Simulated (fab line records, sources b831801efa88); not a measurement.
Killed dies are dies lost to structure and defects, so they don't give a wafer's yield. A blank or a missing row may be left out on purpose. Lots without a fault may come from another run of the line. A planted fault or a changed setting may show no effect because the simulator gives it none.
Which tool did it? | flow gf180mcu | 6 lots, 18 wafers sampled, at 2 steps of a route of 602

WHAT THE GAUGES READ, wafer by wafer
GF_PSD_RS_MEAS_14: measures by four-point-probe.
lot  | measured     | on            | NSD_RS (ohm/sq)
L741 | day 14 15:28 | film_metro-03 | 46.11 46.22 45.99
L743 | day 15 06:53 | film_metro-03 | 46.22 46.09 46.14
L749 | day 17 16:10 | film_metro-02 | 41.72 41.90 41.87
L751 | day 18 03:44 | film_metro-02 | 41.76 41.84 41.73
L757 | day 20 07:38 | film_metro-01 | 46.00 46.14 46.10
L761 | day 21 17:14 | film_metro-02 | 45.96 45.88 45.99

WHICH TOOL RAN EACH LOT (tool, then ch and the chambers of the sampled wafers, then the start)
lot  | GF_PSD_RTA_13
L741 | rtp_anneal-02 ch 0, day 14 15:23
L743 | rtp_anneal-02 ch 0, day 15 06:48
L749 | rtp_anneal-02 ch 0, day 17 16:04
L751 | rtp_anneal-02 ch 0, day 18 03:39
L757 | rtp_anneal-01 ch 0, day 20 07:33
L761 | rtp_anneal-01 ch 0, day 21 17:09
- GF_PSD_RTA_13: time 20 s.

THE ANSWER, worked out from the rows above alone
Rule: what is usual is taken from the lots themselves. Put in order of their means at a reading, lots are off if they are a third of the lots or fewer, leave a main group of 4 or more, and stand apart from it by a gap of 3 or more times the standard deviation of the main group's means; of several such gaps the widest counts. A main group whose means are all the same, to the digits that the tables above print for the reading, isn't used. A lot without any number at a reading at which 4 lots or more have one is off too. The other lots that the step has rows for count as sound.
Off: L749, L751, at GF_PSD_RS_MEAS_14 (NSD_RS). The main group: mean 46.07 ohm/sq, standard deviation 0.077.
A tool fits if, at a process step before that reading, it ran every lot that is off, and no sound lot after the first of them. The gauges at GF_PSD_RS_MEAS_14 are tried like those tools. One fits: rtp_anneal-02 at GF_PSD_RTA_13. Its last sound lot is L743 (day 15 06:48), its first lot that is off L749 (day 17 16:04): a fault that began between those two fits.

WHAT THE SIMULATOR HAD PUT IN
Process parameter drift: rtp_anneal-02, from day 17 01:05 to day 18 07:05, at GF_PSD_RTA_13. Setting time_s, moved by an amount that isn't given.
Lots struck among those shown: L749, L751. The rule above found the same.
